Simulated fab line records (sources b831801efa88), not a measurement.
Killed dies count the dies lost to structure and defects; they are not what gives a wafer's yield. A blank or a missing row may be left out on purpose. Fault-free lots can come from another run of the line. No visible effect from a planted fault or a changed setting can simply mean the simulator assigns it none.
Which of the tools did it? + flow gf180mcu + 39 wafers sampled from 13 lots at 1 step of a route of 602

## WHAT EACH GAUGE READ, for each wafer
GF_V3_CD_MEAS_14 targets a cd of 260 nm. Usual: cd nm at 259.9 nm, with a standard deviation of 1.6.
| lot  | measured     | on        | cd nm (nm)        | flag |
|------|--------------|-----------|-------------------|------|
| L225 | day 24 04:49 | cd sem-02 | 258.0 256.9 258.3 |      |
| L226 | day 25 01:23 | cd sem-02 | 259.8 260.0 259.8 |      |
| L227 | day 25 05:37 | cd sem-02 | 257.3 259.3 258.0 |      |
| L229 | day 25 15:05 | cd sem-02 | 258.7 258.9 259.0 |      |
| L230 | day 26 05:50 | cd sem-02 | 261.8 261.8 261.8 |      |
| L236 | day 27 18:07 | cd sem-02 | 260.5 260.5 258.8 |      |
| L237 | day 28 00:32 | cd sem-02 | 261.0 263.3 262.8 |      |
| L239 | day 28 23:23 | cd sem-02 | 259.9 259.7 259.5 |      |
| L240 | day 28 23:47 | cd sem-01 | 260.9 262.0 261.2 |      |
| L241 | day 29 01:13 | cd sem-01 | 259.1 259.0 259.0 |      |
| L242 | day 29 06:13 | cd sem-01 | 258.1 256.7 256.9 |      |
| L243 | day 29 14:29 | cd sem-02 | 260.4 258.9 259.9 |      |
| L244 | day 29 20:42 | cd sem-02 | 260.9 260.5 261.4 |      |

## WHAT TOOL EACH LOT RAN ON (gives the tool, then ch and the chambers of the sampled wafers, and finally the start)
No process step before these readings appears in the record.

## AS READ BY THE TOOLS THEMSELVES (means over the sampled wafers that have a number; for cases with no such wafer, the mark the record gives instead)
The record holds no such reading with a usual standard deviation.

## THE ANSWER, worked out from the rows above alone
Rule: take the mean of a lot's wafers that have a number; if it is more than 3 standard deviations from the usual mean, the lot is off. A lot without any number at a reading at which 4 lots or more have one is off too. The other lots that the step has rows for count as sound. The gauges are gone through in route order, then the tools' own readings, and for those a lot's mean is taken as printed above. At the first step where some lot is off, the reading lying furthest off is the one used; lots without a number count as furthest.
None of the lots is off at any reading shown; this tells nothing.

## WHAT THE SIMULATOR PUT IN
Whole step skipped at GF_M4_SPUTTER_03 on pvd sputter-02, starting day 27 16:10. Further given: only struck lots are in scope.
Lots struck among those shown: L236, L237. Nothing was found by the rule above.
